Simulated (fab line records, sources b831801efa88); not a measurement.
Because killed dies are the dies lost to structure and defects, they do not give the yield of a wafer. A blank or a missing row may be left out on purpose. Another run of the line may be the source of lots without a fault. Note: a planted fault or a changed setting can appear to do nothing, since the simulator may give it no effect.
Chamber matching | flow sky130 | SKY_PASSIVATION_CVD_00 on pecvd-03 has 3 sister chambers
The step deposits SiO2, target thk 90 nm. 16 wafers are shown with their chamber, then 8 later ones without.

WAFERS PAIRED WITH THEIR CHAMBERS
wafer  | chamber | heater power w (W) | susceptor temp C (C)
L075.1 | 2       | 825                | 400.20
L075.4 | 2       | 825                | 400.10
L075.5 | 0       | 579                | 399.95
L078.1 | 0       | 509                | 399.62
L078.4 | 2       | 838                | 400.19
L078.6 | 0       | 513                | 399.74
L080.3 | 1       | 649                | 400.40
L080.5 | 2       | 824                | 399.62
L080.6 | 0       | 577                | 399.71
L081.1 | 1       | 535                | 399.46
L081.3 | 2       | 844                | 400.03
L081.5 | 0       | 554                | 400.07
L082.1 | 0       | 533                | 399.89
L082.3 | 0       | 541                | 400.02
L082.6 | 2       | 854                | 400.10
L085.1 | 0       | 481                | 399.62

SIGNATURES (means of the wafers above)
reading          | chamber 0 | chamber 1 | chamber 2 | scatter within a chamber
heater power w   | 535.88    | 592.00    | 835.00    | 34.5
susceptor temp C | 399.8275  | 399.9300  | 400.0400  | 0.263
Rule: for each reading, subtract the chamber's mean from the wafer's reading, divide by that reading's scatter and square the result; add these up over the readings and take the root, which gives the wafer's distance from the chamber. The wafer belongs to the nearest chamber; if the next one is less than 2 further off, it can't be placed. The scatter is the square root of a quotient: the sum, over the shown wafers, of each reading's squared deviation from its chamber's mean, divided by wafers minus chambers.

WAFERS WITHOUT THEIR CHAMBER
wafer  | heater power w (W) | susceptor temp C (C)
L085.4 | 842                | 400.16
L085.6 | 467                | 400.04
L092.1 | 508                | 400.02
L092.3 | 820                | 399.58
L092.6 | 839                | 400.04
L095.4 | 591                | 399.50
L095.5 | 505                | 399.57
L095.6 | 603                | 399.74

WHICH CHAMBER EACH ONE RAN IN
wafer  | from the rows above     | in truth
L085.4 | 2                       | 2
L085.6 | can't be placed: 0 or 1 | 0
L092.1 | can't be placed: 0 or 1 | 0
L092.3 | 2                       | 2
L092.6 | 2                       | 2
L095.4 | can't be placed: 1 or 0 | 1
L095.5 | can't be placed: 0 or 1 | 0
L095.6 | can't be placed: 1 or 0 | 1
Correct placement for 3 of the 8. Cannot be placed on the basis of these rows: 5; the candidates contain the true chamber in 5. Wrongly placed: 0.
